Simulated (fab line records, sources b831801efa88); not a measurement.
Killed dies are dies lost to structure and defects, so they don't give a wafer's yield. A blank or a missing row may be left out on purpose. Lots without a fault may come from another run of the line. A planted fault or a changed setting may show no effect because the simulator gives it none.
Which tool did it? | flow sky130 | 12 lots, 36 wafers sampled, at 1 step of a route of 708

WHAT THE GAUGES READ, wafer by wafer
SKY_METAL2_CD_MEAS_15: target cd 140 nm.
lot  | measured     | on        | cd_nm (nm)
L075 | day 35 04:11 | cd_sem-01 | 140.0 137.9 138.8
L077 | day 36 10:38 | cd_sem-02 | 141.2 141.4 141.0
L078 | day 37 02:41 | cd_sem-02 | 136.9 138.4 138.7
L081 | day 37 19:23 | cd_sem-01 | 140.8 141.9 140.0
L083 | day 37 20:38 | cd_sem-02 | 142.9 143.0 143.2
L085 | day 38 18:41 | cd_sem-01 | 140.9 141.0 140.1
L087 | day 39 14:26 | cd_sem-02 | 139.6 139.5 138.6
L089 | day 39 22:43 | cd_sem-01 | 139.0 140.8 140.5
L092 | day 41 00:55 | cd_sem-02 | 141.1 140.8 139.9
L093 | day 41 06:59 | cd_sem-02 | 139.0 138.7 137.2
L095 | day 41 18:17 | cd_sem-01 | 143.8 143.4 143.1
L097 | day 42 00:47 | cd_sem-01 | 139.8 138.8 138.8

WHICH TOOL RAN EACH LOT (tool, then ch and the chambers of the sampled wafers, then the start)
The record holds no process step before these readings.

THE ANSWER, worked out from the rows above alone
Rule: what is usual is taken from the lots themselves. Put in order of their means at a reading, lots are off if they are a third of the lots or fewer, leave a main group of 4 or more, and stand apart from it by a gap of 3 or more times the standard deviation of the main group's means; of several such gaps the widest counts. A main group whose means are all the same, to the digits that the tables above print for the reading, isn't used. A lot without any number at a reading at which 4 lots or more have one is off too. The other lots that the step has rows for count as sound.
No lot is off at any reading shown: from this, nothing can be told.

WHAT THE SIMULATOR HAD PUT IN
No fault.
